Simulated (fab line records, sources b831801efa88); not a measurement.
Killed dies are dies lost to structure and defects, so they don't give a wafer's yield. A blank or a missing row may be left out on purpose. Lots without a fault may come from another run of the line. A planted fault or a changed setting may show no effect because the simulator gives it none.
One fault seen from 2 desks | flow sky130 | each desk has only its own numbers; what lay behind them comes last

THE METROLOGY DESK
What the gauges read, lot by lot, whatever tool the lot ran on: means of the sampled wafers that have a number. A lot is out of limits, marked OUT, if its mean lies more than 4 standard deviations from the usual mean; the brackets give that distance.
Columns: A = cd_nm at SKY_METAL2_CD_MEAS_15, usual 139.8 nm
lot  | first seen here | A
L497 | day 35 04:01    | 137.3
L498 | day 35 07:58    | 138.8
L499 | day 35 12:32    | 143.3
L501 | day 36 11:28    | 136.8
L502 | day 36 19:41    | 138.5
L503 | day 36 20:49    | 141.1
L504 | day 37 09:34    | 140.3
L505 | day 37 17:55    | 139.1
L509 | day 38 23:56    | 138.6
L515 | day 40 21:01    | 141.3
L516 | day 40 22:37    | 140.6
L517 | day 41 07:44    | 139.3
This desk's finding: nothing out of limits on any of the 12 lots.

THE TOOL OWNER'S DESK: pvd_sputter-04
The tool's own readings at SKY_METAL3_SPUTTER_03 (material Ti, target thk 5 nm, time 3.3 s): means of the sampled wafers that have a number, for each lot that ran on this tool. A lot is out of limits, marked OUT, if its mean lies more than 4 standard deviations from the usual mean; the brackets give that distance.
Columns: A = throttle_valve_pct at SKY_METAL3_SPUTTER_03, usual 30.5 %
lot  | first seen here | A
L498 | day 36 13:19    | 31.5
L502 | day 38 00:23    | 31.5
L503 | day 38 01:20    | 30.0
L509 | day 40 03:37    | 31.2
L515 | day 41 23:44    | 30.7
L516 | day 42 01:35    | 29.8
L517 | day 42 10:56    | 30.3
This desk's finding: nothing out of limits on any of the 7 lots.

PUT TOGETHER
The metrology desk saw nothing out of limits.
The tool owner's desk saw nothing out of limits.

WHAT THE SIMULATOR HAD PUT IN
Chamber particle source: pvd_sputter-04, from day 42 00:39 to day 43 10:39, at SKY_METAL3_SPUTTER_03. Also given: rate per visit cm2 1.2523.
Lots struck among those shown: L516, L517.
